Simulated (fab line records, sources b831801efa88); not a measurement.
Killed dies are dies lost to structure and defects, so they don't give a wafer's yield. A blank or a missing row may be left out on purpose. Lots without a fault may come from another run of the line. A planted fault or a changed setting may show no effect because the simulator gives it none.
Problem report in the 8D (eight disciplines) form, filled by code | flow gf180mcu | the parts of the form that need people (team, actions taken, sign-off) are left out

1. THE PROBLEM
strip_time_to_endpoint_s at GF_MVPSD_STRIP_10 reads a mean of 38.37 s on 3 wafers of 2 lots; wafers without a fault read 36.98 s with a standard deviation of 0.083. That is +17 standard deviations from the usual mean.
The step: strips in O2/N2.
First seen on wafer L368.5, day 7 00:43, on plasma_asher-03. The record holds 36 wafers of 12 lots with a number at this step. Rule for "out", or "out of limits": more than 4 standard deviations from the usual mean. The other wafers with a number count as sound.

2. WHAT IT IS AND WHAT IT IS NOT
question                    | is                               | is not
which readings at this step | strip_time_to_endpoint_s         | drypump_motor_current_A, heater_power_w, oes_product_au
which lots                  | L368, L369                       | L361, L362, L363, L364, L367, L372, L377, L379, L382, L383
which wafers of those lots  | L368.5, L369.1, L369.5           | L368.4, L368.6, L369.2
read on which tools         | plasma_asher-01, plasma_asher-03 | plasma_asher-02
when                        | from day 7 00:43                 | up to then (17 sound wafers); but 16 sound wafers of L369, L372, L377, L379, L382, L383 came after

3. SUSPECTS, AND WHAT RULES EACH OUT
Counting: a tool at a process step up to the reading stays a suspect if it ran every lot that is out. Sound lots after the first of them don't rule it out here, since some wafers of a struck lot are sound.
- rie_diel-04 at GF_STI_ETCH_13 (etches the open film in CHF3/O2, stops on Si, target depth 282.31 nm, time 112.9 s): kept. It ran every lot that is out, first L368 (day 3 18:55); its last sound lot up to then is L367 (day 3 13:31).
- litho_track-03 at GF_MVPSD_COAT_02 (resist thk 3000 nm): kept. It ran every lot that is out, first L368 (day 6 16:27); its last sound lot up to then is L367 (day 6 11:31).
- Within rie_diel-04 at GF_STI_ETCH_13: the wafers that are out ran in chamber 3; their sound lot-mates ran in chambers 0, 2.
Left after counting: rie_diel-04 at GF_STI_ETCH_13, litho_track-03 at GF_MVPSD_COAT_02.

4. THE CAUSE (what the simulator had put in)
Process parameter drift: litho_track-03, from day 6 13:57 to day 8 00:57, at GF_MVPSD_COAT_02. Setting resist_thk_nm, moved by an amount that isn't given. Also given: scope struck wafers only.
Counting left 2 suspects, and this tool is among them.

5. THE CHAIN OF EFFECTS, in route order
Each row: a reading whose mean over the struck wafers that have a number lies more than 3 standard deviations from the usual. Only readings for which the record gives a usual standard deviation are gone through. hours: the time from each lot's start at the first step in this table that gives one to its start at this step, as a median over the lots. sigmas: the change in usual standard deviations.
hours | step              | reading                  | usual   | on struck wafers | change | sigmas
0     | GF_MVPSD_STRIP_10 | strip_time_to_endpoint_s | 36.98 s | 38.37            | +1.39  | +17
The process steps in it:
- GF_MVPSD_STRIP_10: strips in O2/N2.
Later measuring or inspecting steps at which every struck wafer that the step has a row for has a number for every such reading, and none has moved that far: GF_HV_LDD_TW_MEAS_11.

6. WHAT WOULD HAVE CAUGHT IT SOONER
In this record the first reading out of limits was taken at day 7 00:43, 11 hours after the fault began at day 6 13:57.
Of the tool readings at GF_MVPSD_COAT_02 for which the record gives a usual standard deviation, none was out on any struck wafer, so an alarm limit of 4 standard deviations on them would not have fired.
All the lots that are out (2) had begun GF_MVPSD_COAT_02 on litho_track-03 by day 7 00:43. A hold on the tool at that time would have spared none of them.
